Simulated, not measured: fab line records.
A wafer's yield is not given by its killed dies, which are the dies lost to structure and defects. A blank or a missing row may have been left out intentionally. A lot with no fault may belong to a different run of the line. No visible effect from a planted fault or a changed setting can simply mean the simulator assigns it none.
One fault seen from 2 desks -- flow sky130 -- numbers are kept per desk, each desk with only its own; the story behind them comes last

## THE TOOL OWNER'S DESK: iline stepper-01
The tool's own readings at SKY_VT_ADJUST_PCH_EXPOSE_04 (exposes mask NWM, target cd 840 nm): means of the sampled wafers that have a number, for each lot that ran on this tool. Marked OUT: a lot whose mean sits more than 4 standard deviations from the usual mean, which makes it out of limits; the brackets give that distance.
Columns: A = exposure dose mJ cm2 at SKY_VT_ADJUST_PCH_EXPOSE_04, usual 254.98; B = focus offset nm at SKY_VT_ADJUST_PCH_EXPOSE_04, usual 0.1 nm
lot,first seen here,A,B
L421,day 10 08:01,255.09,0.3
L422,day 10 12:25,254.96,0.8
L426,day 11 15:47,255.19,0.2
L427,day 12 02:19,254.92,0.1
L429,day 12 18:53,255.25,-0.2
L430,day 13 02:14,254.91,0.6
L431,day 13 07:43,255.05,-0.4
L443,day 17 05:31,255.05,-0.7
This desk's finding: nothing out of limits on any of the 8 lots.

## METROLOGY DESK
What the gauges read, lot by lot, whatever tool the lot ran on: means of the sampled wafers that have a number. Marked OUT: a lot whose mean sits more than 4 standard deviations from the usual mean, which makes it out of limits; the brackets give that distance.
Columns: A = FIELD_ISO_CVD_03_THK at SKY_FIELD_ISO_THK_MEAS_04, usual 163.7 nm; B = FIELD_ISO_OXIDATION_01_THK at SKY_FIELD_ISO_THK_MEAS_23, usual 10.04 nm
lot,first seen here,A,B
L421,day 1 20:04,167.7,9.98
L422,day 1 23:32,164.7,9.78
L424,day 2 11:50,164.2,10.09
L426,day 2 19:29,165.7,9.73
L427,day 3 00:32,165.1,10.30
L428,day 3 06:06,165.0,9.81
L429,day 3 12:36,163.4,10.04
L430,day 3 16:14,164.4,9.93
L431,day 3 20:40,166.0,10.05
L435,day 4 17:02,164.4,10.19
L437,day 5 04:29,161.0,10.32
L438,day 5 09:22,161.7,10.11
L442,day 6 06:17,162.1,9.94
L443,day 6 09:21,164.1,10.19
This desk's finding: nothing out of limits on any of the 14 lots.

## ALL TOGETHER
The desk of the tool owner found nothing out of limits.
At the metrology desk, nothing out of limits was observed.

## WHAT HAD BEEN PUT IN BY THE SIMULATOR
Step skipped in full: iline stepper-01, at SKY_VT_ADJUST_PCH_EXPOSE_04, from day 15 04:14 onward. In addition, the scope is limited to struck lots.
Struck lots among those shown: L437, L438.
